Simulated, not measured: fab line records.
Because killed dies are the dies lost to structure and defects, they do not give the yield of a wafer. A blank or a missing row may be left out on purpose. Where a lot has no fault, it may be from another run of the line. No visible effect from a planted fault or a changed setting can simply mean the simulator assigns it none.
fab line records	flow sky130
[record] lots = 7	wafers = 21	lastDay = 50
route steps=708 shown FIELD_ISO@11 PAD_OPEN@708
lots with no fault: from the same line, run without faults
startH: start of the lot's first displayed wafer, in hours after the record's first day	waitH: how many hours have passed since the lot's step before this one	" the same as in the row above	L1.1+2: several wafers, shown together as one row	- no value, or no start was given	* or withheld: withheld	< > ~ a bound
route shown NAME@n: a module of which the file shows steps, and the number in the route of the first	usual: mean and standard deviation over wafers with no fault	same: alike in all rows	chamber/n: place in a boat	sites: per-site readings	_std_site: the standard deviation of these	_edge_site: outer sites' mean less inner sites'	radiusMm: how far each site lies from the wafer's centre	mask NAME#n: copy n	behind: the last tool/chamber to shape the wafer	hold: reason for holding the lot/hours on hold/outcome of the hold	device: the transistor (n, p or np) that didn't switch	end of line: the route-end tests of the same wafers	a step with no rows: only its recipe	killed: count of dies lost to structure and defects at first sort (not the wafer's yield)	map: the dies of a wafer, with x for killed, . for not killed, _ for no die there
set.NAME: the setting the step ran with; set.NAME@STEP: the setting that earlier step ran with	model.NAME: the simulator's own value behind a step, which no gauge read
lots at selected steps of the route; one table per step, one row per wafer
services: a tool's chamber out of use, with start hour (startH, from the record's first day; less than 0 if before it), hours out, and reason
[[steps]]
[step SKY_FIELD_ISO_EXPOSE_10]
[recipe] maskId = FOM	na = 0.68	sourceShape = annular	sigmaInner = 0.4	sigmaOuter = 0.8	targetCdNm = 150	doseMj = 28
[step SKY_FIELD_ISO_PEB_11]
[recipe] pebTempC = withheld	pebTimeS = withheld	resist = KrF-thick
[step SKY_FIELD_ISO_DEVELOP_12]
[recipe] developTimeS = 60	resist = KrF-thick	devTempC = 21
[step SKY_FIELD_ISO_CD_MEAS_13]
[recipe] targetCdNm = 150
[usual] cdNm = 149.7/1.4
lot.wafer	tool	chamber	startH	waitH	cdNm
L550.1	cdSem-02	-	48.49	-	148.5
L550.2	"	-	"	"	149.2
L550.4	"	-	"	"	148.2
L558.1	cdSem-01	-	93.11	-	150.2
L558.4	"	-	"	"	148.8
L558.6	"	-	"	"	149.5
L559.1	cdSem-02	-	96.51	-	149.2
L559.2	"	-	"	"	147.7
L559.3	"	-	"	"	149.9
L560.1	cdSem-02	-	102.21	-	147.7
L560.2	"	-	"	"	149.1
L560.3	"	-	"	"	148.4
L561.1	cdSem-02	-	107.39	-	150.3
L561.4	"	-	"	"	150.4
L561.6	"	-	"	"	149.3
L562.3	cdSem-01	-	112.41	-	150.6
L562.4	"	-	"	"	152.4
L562.6	"	-	"	"	150.1
L567.2	cdSem-01	-	140.01	-	152.3
L567.4	"	-	"	"	150.8
L567.5	"	-	"	"	151.9
[step SKY_FIELD_ISO_ETCH_14]
[recipe] chemistry = N2/H2	target = BARC	ionEnergyEv = 200	sourceW = 500	biasW = 100	pressureMtorr = 30	n2FlowSccm = 100	h2FlowSccm = 200	stopOn = SiO2	timeS = 45.9	targetDepthA = 600
[usual] drypumpMotorCurrentA = 5.8/0.48	h2FlowSccm = 200.0/0.66	oesProductAu = 0.856/0.0046	throttleValvePct = 13.225/0.01
[same] timeS = 45.9
lot.wafer	tool	chamber	startH	waitH	drypumpMotorCurrentA	h2FlowSccm	oesProductAu	rfHoursCounterH	throttleValvePct
L550.1	rieDiel-02	0	48.61	0.1	5.5	199.7	0.845	60	13.232
L550.2	"	1	"	"	5.3	200.8	0.859	72	13.225
L550.4	"	3	"	"	6.1	200.7	0.851	87	13.213
L558.1	rieDiel-03	3	93.23	0.1	5.5	200.0	0.850	119	13.241
L558.4	"	1	"	"	5.1	200.7	0.862	50	13.240
L558.6	"	1	"	"	5.1	201.1	0.853	-	13.213
L559.1	rieDiel-04	1	96.63	0.1	5.9	199.4	0.847	105	13.216
L559.2	"	2	"	"	5.9	200.0	0.860	52	13.221
L559.3	"	0	"	"	5.8	199.5	0.855	109	13.228
L560.1	rieDiel-04	2	102.33	0.1	5.9	199.5	0.862	52	13.220
L560.2	"	0	"	"	5.8	201.1	0.856	109	13.251
L560.3	"	1	"	"	5.9	200.5	0.851	105	13.244
L561.1	rieDiel-03	0	107.51	0.1	5.8	199.9	0.862	1	13.207
L561.4	"	1	"	"	5.1	199.4	0.856	50	13.243
L561.6	"	2	"	"	6.7	199.7	0.859	-	13.205
L562.3	rieDiel-04	2	112.49	0.1	5.9	199.6	0.859	53	13.224
L562.4	"	0	"	"	5.8	199.1	0.854	110	13.236
L562.6	"	0	"	"	5.8	200.0	0.856	-	13.217
L567.2	rieDiel-03	3	140.11	0.1	5.5	200.2	0.852	120	13.238
L567.4	"	0	"	"	5.8	199.4	0.853	1	13.225
L567.5	"	3	"	"	5.5	199.1	0.858	-	13.227
[step SKY_FIELD_ISO_ETCH_15]
[recipe] chemistry = CHF3/O2	targetDepthNm = 180	stopOn = Si	sourceW = 600	biasW = 200	pressureMtorr = 40	chf3FlowSccm = 50	O2_flow_sccm = 5	timeS = 72
[usual] drypumpMotorCurrentA = 5.8/0.48	oesProductAu = 0.945/0.0065	throttleValvePct = 8.844/0.0095
[same] timeS = 72
lot.wafer	tool	chamber	startH	waitH	drypumpMotorCurrentA	oesProductAu	rfHoursCounterH	throttleValvePct
L550.1	rieDiel-02	0	48.65	0.0	5.5	0.947	60	8.843
L550.2	"	1	"	"	5.3	0.949	72	8.850
L550.4	"	3	"	"	6.1	0.953	87	8.843
L558.1	rieDiel-03	3	93.27	0.0	5.5	0.945	119	8.841
L558.4	"	1	"	"	5.1	0.936	50	8.844
L558.6	"	1	"	"	5.1	0.937	-	8.835
L559.1	rieDiel-04	1	96.67	0.0	5.9	0.937	105	8.837
L559.2	"	2	"	"	5.9	0.947	52	8.843
L559.3	"	0	"	"	5.8	0.944	109	8.850
L560.1	rieDiel-04	2	102.37	0.0	5.9	0.934	52	8.842
L560.2	"	0	"	"	5.8	0.942	109	8.856
L560.3	"	1	"	"	5.9	0.940	105	8.834
L561.1	rieDiel-03	0	107.55	0.0	5.8	0.947	1	8.848
L561.4	"	1	"	"	5.1	0.948	50	8.849
L561.6	"	2	"	"	6.8	0.940	-	8.828
L562.3	rieDiel-04	2	112.54	0.0	5.9	0.942	53	8.841
L562.4	"	0	"	"	5.8	0.931	110	8.830
L562.6	"	0	"	"	5.8	0.941	-	8.836
L567.2	rieDiel-03	3	140.15	0.0	5.5	0.952	120	8.862
L567.4	"	0	"	"	5.8	0.942	1	8.864
L567.5	"	3	"	"	5.5	0.949	-	8.833
[step SKY_FIELD_ISO_STRIP_16]
[recipe] chemistry = O2/N2	powerW = 1400	pressureMtorr = 1500	platenTempC = withheld	o2FlowSccm = 3000	n2FlowSccm = 300	overashFraction = 0.5
[usual] drypumpMotorCurrentA = 5.63/0.27	oesProductAu = 0.378/0.0049	stripTimeToEndpointS = 3.564/0.027
lot.wafer	tool	chamber	startH	waitH	drypumpMotorCurrentA	oesProductAu	rfHoursCounterH	stripTimeToEndpointS
L550.1	plasmaAsher-04	0	48.71	0.0	5.79	0.371	37	3.554
L550.2	"	1	"	"	6.18	0.370	37	3.549
L550.4	"	0	"	"	5.76	0.383	-	3.600
L558.1	plasmaAsher-03	1	93.33	0.0	5.48	0.374	41	3.559
L558.4	"	0	"	"	5.71	0.374	-	3.579
L558.6	"	1	"	"	5.47	0.379	-	3.580
L559.1	plasmaAsher-01	0	96.73	0.0	5.29	0.379	28	3.548
L559.2	"	1	"	"	5.56	0.378	28	3.547
L559.3	"	1	"	"	5.55	0.373	-	3.587
L560.1	plasmaAsher-01	1	102.43	0.0	5.55	0.377	29	3.594
L560.2	"	0	"	"	5.30	0.382	29	3.593
L560.3	"	1	"	"	5.56	0.382	-	3.553
L561.1	plasmaAsher-01	0	107.61	0.0	5.33	0.381	30	3.555
L561.4	"	0	"	"	5.32	0.377	-	3.588
L561.6	"	0	"	"	5.32	0.379	-	3.571
L562.3	plasmaAsher-01	1	112.63	0.1	5.58	0.374	-	3.571
L562.4	"	0	"	"	5.28	0.387	-	3.618
L562.6	"	0	"	"	5.30	0.376	-	3.610
L567.2	plasmaAsher-01	1	140.21	0.0	5.51	0.372	33	3.561
L567.4	"	0	"	"	5.30	0.375	-	3.541
L567.5	"	1	"	"	5.55	0.375	-	3.568
[step SKY_FIELD_ISO_ETCH_17]
[recipe] targetDepthA = 3420	maskMaterial = Si3N4	chemistry = HBr/Cl2/O2	target = Si	taperDeg = 5	icpW = 600	biasW = 150	pressureMtorr = 15	HBr_flow_sccm = 150	Cl2_flow_sccm = 40	O2_flow_sccm = 6	timeS = 97.7
[usual] drypumpMotorCurrentA = 5.85/0.3	oesProductAu = 0.999/0.0076	throttleValvePct = 25.656/0.0091
[same] timeS = 97.7
lot.wafer	tool	chamber	startH	waitH	drypumpMotorCurrentA	oesProductAu	rfHoursCounterH	throttleValvePct
L550.1	rieSi-01	1	48.81	0.1	5.84	0.989	96	25.652
L550.2	"	3	"	"	5.79	0.993	84	25.648
L550.4	"	2	"	"	5.99	0.996	48	25.656
L558.1	rieSi-01	3	93.43	0.1	5.73	0.988	84	25.660
L558.4	"	0	"	"	6.16	0.991	114	25.658
L558.6	"	2	"	"	6.02	0.992	-	25.660
L559.1	rieSi-02	1	96.83	0.1	5.19	0.990	110	25.650
L559.2	"	2	"	"	5.89	1.000	42	25.657
L559.3	"	3	"	"	5.53	1.002	65	25.651
L560.1	rieSi-01	1	102.53	0.1	5.84	1.004	97	25.667
L560.2	"	0	"	"	6.21	0.998	114	25.653
L560.3	"	2	"	"	6.00	1.000	49	25.674
L561.1	rieSi-01	2	107.71	0.1	5.99	0.998	49	25.655
L561.4	"	1	"	"	5.87	1.002	97	25.638
L561.6	"	0	"	"	6.18	1.000	-	25.659
L562.3	rieSi-01	2	112.69	0.0	5.99	0.991	49	25.649
L562.4	"	1	"	"	5.83	1.003	97	25.651
L562.6	"	1	"	"	5.83	1.007	-	25.649
L567.2	rieSi-01	0	140.31	0.1	6.18	0.989	114	25.661
L567.4	"	2	"	"	6.02	0.987	49	25.661
L567.5	"	3	"	"	5.73	0.993	-	25.661
[step SKY_FIELD_ISO_WET_ETCH_18]
[recipe] chemistry = H3PO4	targetDepthNm = 25	tempC = 160	target = Si3N4	timeS = 286
[step SKY_FIELD_ISO_CLEAN_19]
[recipe] chemistry = SC1/SC2	mix = 1:4:20	tempC = 70	timeS = 150
[step SKY_FIELD_ISO_CLEAN_20]
[recipe] chemistry = dHF	timeS = 20	dilution = 100:1
[step SKY_FIELD_ISO_WET_ETCH_21]
[recipe] chemistry = dHF	dilution = 100:1	targetDepthNm = 20	dry = ipaMarangoni	target = SiO2	tempC = 25	timeS = 400
[step SKY_FIELD_ISO_OXIDATION_22]
[recipe] tempC = 950	ambient = O2	stabiliseS = 600	purgeS = 300	targetThkA = 100	oxTimeS = 623
[usual] oxTimeS = 623/0	spikeTcBottomC = 969.9/1.1
lot.wafer	tool	chamber	startH	waitH	oxTimeS	spikeTcBottomC	model.SiO2_of_FIELD_ISO_OXIDATION_22.thkNm
L550.1	furnace-02	0	49.15	0.0	623	969.2	9.98
L550.2	"	0	"	"	623	971.3	9.957
L550.4	"	0	"	"	623	971.8	10.23
L558.1	furnace-02	0	93.96	0.2	623	969.6	10.01
L558.4	"	0	"	"	623	968.7	10.05
L558.6	"	0	"	"	623	969.1	10.13
L559.1	furnace-02	0	97.17	0.0	934.5	970.4	13
L559.2	"	0	"	"	934.5	969.7	12.97
L559.3	"	0	"	"	934.5	969.0	12.95
L560.1	furnace-01	0	102.89	0.0	623	969.4	10.07
L560.2	"	0	"	"	623	971.0	10.19
L560.3	"	0	"	"	623	970.2	10.13
L561.1	furnace-02	0	109.49	1.4	934.5	969.1	13.22
L561.4	"	0	"	"	934.5	968.3	13.24
L561.6	"	0	"	"	934.5	969.6	13.06
L562.3	furnace-02	0	114.79	1.7	934.5	970.2	13.28
L562.4	"	0	"	"	934.5	969.6	13.35
L562.6	"	0	"	"	934.5	971.5	13.23
L567.2	furnace-01	0	140.81	0.2	623	971.2	9.872
L567.4	"	0	"	"	623	970.5	9.586
L567.5	"	0	"	"	623	969.4	9.686
[step SKY_FIELD_ISO_THK_MEAS_23]
[recipe] reads = SiO2_of_FIELD_ISO_OXIDATION_22
[usual] FIELD_ISO_OXIDATION_01_THK = 9.93/0.22
lot.wafer	tool	chamber	startH	waitH	FIELD_ISO_OXIDATION_01_THK[nm]
L550.1	filmMetro-03	-	50.32	0.0	9.98
L550.2	"	-	"	"	9.93
L550.4	"	-	"	"	10.24
L558.1	filmMetro-04	-	95.13	0.0	10.00
L558.4	"	-	"	"	10.06
L558.6	"	-	"	"	10.12
L559.1	filmMetro-01	-	98.34	0.0	12.93
L559.2	"	-	"	"	12.98
L559.3	"	-	"	"	12.99
L560.1	filmMetro-01	-	104.06	0.0	10.12
L560.2	"	-	"	"	10.17
L560.3	"	-	"	"	10.12
L561.1	filmMetro-04	-	110.66	0.0	13.19
L561.4	"	-	"	"	13.20
L561.6	"	-	"	"	13.04
L562.3	filmMetro-03	-	115.98	0.0	13.24
L562.4	"	-	"	"	13.30
L562.6	"	-	"	"	13.19
L567.2	filmMetro-03	-	141.99	0.0	9.90
L567.4	"	-	"	"	9.62
L567.5	"	-	"	"	9.67
[step SKY_FIELD_ISO_CVD_24]
[recipe] material = SiO2	targetThkNm = 595	tempC = 650	sigmaOpenFrac = 0.3	timeS = 99.2	sih4FlowSccm = 60	pressureMtorr = 6
[step SKY_PAD_OPEN_PROBE_99]
[usual] killed_at_M0_to_M3 = 45/6.9	killed_at_M4_up = 3.0/1.7	killedAtContacts = 25/5.6	killedAtFrontEnd = 15/4.2	killedAtOther = 0.3/0.55	killedDies = 89/9.6	killedOpen = 49/7.2	killedShort = 39/6.5
[same] grossDies = 492	killedAtBackSide = 0
lot.wafer	tool	chamber	startH	waitH	killed_at_M0_to_M3	killed_at_M4_up	killedAtContacts	killedAtFrontEnd	killedAtOther	killedDies	killedOpen	killedShort	model.etest.sramNfetPass.offLog10AUm
L550.1	prober-02	-	1092.55	0.1	40	2	17	16	0	75	43	32	-12.61
L550.2	prober-02	-	1092.60	0.1	40	5	19	13	0	77	50	27	-12.7
L550.4	prober-02	-	1092.70	0.2	38	2	22	12	0	74	42	32	-12.48
L558.1	prober-01	-	1148.38	0.1	40	5	24	15	0	84	48	36	-13
L558.4	prober-01	-	1148.53	0.2	31	5	34	15	0	85	57	28	-12.57
L558.6	prober-01	-	1148.63	0.2	32	4	29	19	0	84	55	29	-12.52
L559.1	prober-02	-	1150.21	0.1	41	3	17	12	0	73	41	31	-12.88
L559.2	prober-02	-	1150.26	0.1	49	1	20	18	1	89	49	39	-12.93
L559.3	prober-02	-	1150.31	0.2	48	2	31	18	1	100	60	37	-12.89
L560.1	prober-01	-	1158.69	0.1	45	3	29	11	2	90	50	40	-12.75
L560.2	prober-01	-	1158.74	0.1	43	2	33	24	0	102	70	32	-12.89
L560.3	prober-01	-	1158.79	0.2	42	2	21	21	0	86	47	39	-12.69
L561.1	prober-02	-	1164.16	0.1	36	7	25	20	0	88	44	44	-13.14
L561.4	prober-02	-	1164.31	0.2	57	4	25	12	0	98	63	35	-12.82
L561.6	prober-02	-	1164.41	0.2	33	4	29	18	1	85	46	39	-13.09
L562.3	prober-01	-	1165.99	0.2	28	1	21	11	0	61	30	31	-12.85
L562.4	prober-01	-	1166.04	0.2	54	6	27	14	0	101	56	45	-12.7
L562.6	prober-01	-	1166.14	0.2	47	0	19	11	0	77	42	35	-12.68
L567.2	prober-02	-	1193.35	0.1	60	2	22	11	3	98	53	42	-12.69
L567.4	prober-02	-	1193.45	0.2	47	2	22	13	1	85	49	35	-12.41
L567.5	prober-02	-	1193.50	0.2	39	2	22	20	2	85	43	41	-12.75
// killed by level:class
L550.1 VIA1:geometricParticle:open=12 VIA3:geometricParticle:open=10 CONTACT:geometricParticle:open=7 FIELD_ISO:geometricParticle:open=5 POLY_GATE:geometricParticle:short=4 METAL3:geometricParticle:short=4 POLY_GATE:geometricParticle:open=3 LOCAL_INTERCONNECT:geometricParticle:short=3
L550.2 VIA1:geometricParticle:open=17 CONTACT:geometricParticle:open=10 VIA3:geometricParticle:open=6 FIELD_ISO:geometricParticle:short=4 LI_CONTACT:geometricParticle:open=4 METAL2:geometricParticle:short=4 VIA2:geometricParticle:short=3 VIA2:geometricParticle:open=3
L550.4 VIA1:geometricParticle:open=13 LI_CONTACT:geometricParticle:open=9 VIA1:geometricParticle:short=6 VIA3:geometricParticle:open=5 LOCAL_INTERCONNECT:geometricParticle:short=4 CONTACT:geometricParticle:open=4 FIELD_ISO:geometricParticle:open=3 POLY_CUT:geometricParticle:short=3
L558.1 VIA1:geometricParticle:open=10 CONTACT:geometricParticle:open=9 VIA3:geometricParticle:open=7 LOCAL_INTERCONNECT:geometricParticle:short=6 METAL2:geometricParticle:short=5 FIELD_ISO:geometricParticle:short=4 FIELD_ISO:geometricParticle:open=4 METAL1:geometricParticle:open=4
L558.4 LI_CONTACT:geometricParticle:open=17 CONTACT:geometricParticle:open=8 VIA2:geometricParticle:open=6 VIA3:geometricParticle:open=6 POLY_GATE:geometricParticle:open=5 CONTACT:geometricParticle:short=5 VIA1:geometricParticle:open=5 METAL4:geometricParticle:short=5
L558.6 CONTACT:geometricParticle:open=13 VIA1:geometricParticle:open=8 LI_CONTACT:geometricParticle:open=7 FIELD_ISO:geometricParticle:open=5 POLY_GATE:geometricParticle:open=5 VIA3:geometricParticle:open=5 VIA2:geometricParticle:open=5 POLY_GATE:geometricParticle:short=4
L559.1 CONTACT:geometricParticle:open=8 VIA3:geometricParticle:open=8 METAL2:geometricParticle:short=7 VIA1:geometricParticle:open=6 VIA1:geometricParticle:short=4 METAL2:geometricParticle:open=4 VIA2:geometricParticle:open=4 FIELD_ISO:geometricParticle:short=3
L559.2 VIA1:geometricParticle:open=11 VIA3:geometricParticle:open=9 CONTACT:geometricParticle:open=8 METAL1:geometricParticle:short=7 LI_CONTACT:geometricParticle:open=5 METAL2:geometricParticle:short=5 VIA2:geometricParticle:open=5 FIELD_ISO:geometricParticle:short=4
L559.3 LI_CONTACT:geometricParticle:open=14 VIA1:geometricParticle:short=8 CONTACT:geometricParticle:open=8 VIA1:geometricParticle:open=8 METAL3:geometricParticle:short=7 VIA2:geometricParticle:open=6 VIA3:geometricParticle:open=6 CONTACT:geometricParticle:short=5
L560.1 CONTACT:geometricParticle:open=15 VIA1:geometricParticle:open=14 VIA1:geometricParticle:short=6 VIA2:geometricParticle:open=4 LI_CONTACT:geometricParticle:short=4 VIA2:geometricParticle:short=4 VIA3:geometricParticle:short=4 FIELD_ISO:geometricParticle:open=3
L560.2 CONTACT:geometricParticle:open=17 VIA1:geometricParticle:open=12 LI_CONTACT:geometricParticle:open=9 POLY_GATE:geometricParticle:open=8 VIA3:geometricParticle:open=7 POLY_GATE:geometricParticle:short=5 CONTACT:geometricParticle:short=5 FIELD_ISO:geometricParticle:open=4
L560.3 CONTACT:geometricParticle:open=10 VIA3:geometricParticle:open=6 METAL2:geometricParticle:open=5 VIA1:geometricParticle:open=5 POLY_GATE:geometricParticle:open=4 POLY_CUT:geometricParticle:short=4 LOCAL_INTERCONNECT:geometricParticle:short=4 CONTACT:geometricParticle:short=4
L561.1 CONTACT:geometricParticle:open=8 VIA2:geometricParticle:open=8 FIELD_ISO:geometricParticle:short=6 LI_CONTACT:geometricParticle:open=6 CONTACT:geometricParticle:short=5 VIA2:geometricParticle:short=5 POLY_GATE:geometricParticle:open=4 VIA1:geometricParticle:short=4
L561.4 VIA1:geometricParticle:open=18 VIA3:geometricParticle:open=12 CONTACT:geometricParticle:open=10 VIA2:geometricParticle:open=6 FIELD_ISO:geometricParticle:open=5 CONTACT:geometricParticle:short=5 METAL1:geometricParticle:short=5 LOCAL_INTERCONNECT:geometricParticle:short=4
L561.6 CONTACT:geometricParticle:open=11 LI_CONTACT:geometricParticle:open=7 FIELD_ISO:geometricParticle:short=5 VIA1:geometricParticle:short=5 METAL3:geometricParticle:short=5 VIA3:geometricParticle:open=5 POLY_GATE:geometricParticle:short=4 POLY_GATE:geometricParticle:open=4
L562.3 CONTACT:geometricParticle:open=11 METAL1:geometricParticle:short=5 CONTACT:geometricParticle:short=4 VIA1:geometricParticle:short=4 VIA1:geometricParticle:open=4 POLY_GATE:geometricParticle:short=3 VIA2:geometricParticle:open=3 METAL3:geometricParticle:short=3
L562.4 VIA1:geometricParticle:open=15 LI_CONTACT:geometricParticle:open=8 CONTACT:geometricParticle:open=8 VIA3:geometricParticle:short=7 VIA3:geometricParticle:open=6 METAL2:geometricParticle:short=6 CONTACT:geometricParticle:short=5 VIA2:geometricParticle:open=5
L562.6 VIA1:geometricParticle:open=8 METAL1:geometricParticle:short=6 VIA3:geometricParticle:open=6 METAL2:geometricParticle:short=6 VIA2:geometricParticle:open=6 LI_CONTACT:geometricParticle:open=5 LOCAL_INTERCONNECT:geometricParticle:short=4 CONTACT:geometricParticle:short=4
L567.2 VIA2:geometricParticle:open=12 VIA1:geometricParticle:open=11 METAL2:geometricParticle:short=9 LI_CONTACT:geometricParticle:open=8 METAL1:geometricParticle:short=6 VIA3:geometricParticle:open=6 FIELD_ISO:geometricParticle:open=5 CONTACT:geometricParticle:open=5
L567.4 VIA2:geometricParticle:open=12 VIA3:geometricParticle:open=9 VIA1:geometricParticle:open=7 LI_CONTACT:geometricParticle:open=7 CONTACT:geometricParticle:open=5 METAL1:geometricParticle:short=5 LOCAL_INTERCONNECT:geometricParticle:short=4 CONTACT:geometricParticle:short=4
L567.5 VIA1:geometricParticle:open=9 VIA2:geometricParticle:open=7 CONTACT:geometricParticle:short=6 METAL1:geometricParticle:short=6 FIELD_ISO:geometricParticle:short=5 POLY_GATE:geometricParticle:short=5 LI_CONTACT:geometricParticle:open=5 FIELD_ISO:geometricParticle:open=4
[[services]]
tool	chamber	startH	hours	kind
plasmaAsher-04	-	31.39	2.8	pm
rieDiel-03	0	39.80	-	clean
rieDiel-03	0	39.80	26.7	scheduledDown
rieDiel-03	0	39.80	26.7	ventCycle
rieDiel-03	-	46.34	3.6	repair
rieSi-02	1	53.58	2.4	repair
rieDiel-02	-	73.43	4.3	pm
plasmaAsher-01	-	86.26	1.0	repair
furnace-02	-	105.75	3.7	pm
plasmaAsher-04	-	108.75	9.0	pm
plasmaAsher-04	0	108.75	9.0	ventCycle
plasmaAsher-04	1	108.75	9.0	ventCycle
rieDiel-03	-	112.46	0.1	repair
plasmaAsher-03	-	113.14	3.2	repair
rieDiel-02	-	113.55	14.6	pm
plasmaAsher-04	0	117.75	-	clean
plasmaAsher-04	1	117.75	-	clean
furnace-02	-	127.01	3.5	pm
[[key]]
[firstSign] step = SKY_FIELD_ISO_OXIDATION_22	reading = oxTimeS	direction = up	sigmas = 99+	usual = *	struck = *
[effect] step = SKY_FIELD_ISO_THK_MEAS_23	reading = FIELD_ISO_OXIDATION_01_THK	direction = up	sigmas = 15	usual = 9.93	struck = 13.12
[modelEffect] step = SKY_FIELD_ISO_OXIDATION_22	value = SiO2_of_FIELD_ISO_OXIDATION_22.thkNm	without = 10.04	struck = 13.15
[modelEffect] step = SKY_PAD_OPEN_PROBE_99	value = etest.sramNfetPass.offLog10AUm	without = -12.65	struck = -12.89
metAt SKY_FIELD_ISO_OXIDATION_22
struckWafers L559.1,L559.2,L559.3,L561.1,L561.4,L561.6,L562.3,L562.4,L562.6
testerLeftOut L559,L561,L562
onsetBetween 93.96 97.17
[fault] kind = processParameterDrift	tool = furnace-02	chamber = -	onsetH = 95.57	steps = SKY_FIELD_ISO_OXIDATION_22	channel = oxTimeS	offset = *	shape = step	endH = 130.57	actsIn = *	stated = *
// testerLeftOut: of these lots the tester's yield and bins aren't shown, on N5 and GAA mostly nor the transistor test; their killed dies are dies lost to structure and defects alone, not to doping, threshold or leakage, so they don't give the yield
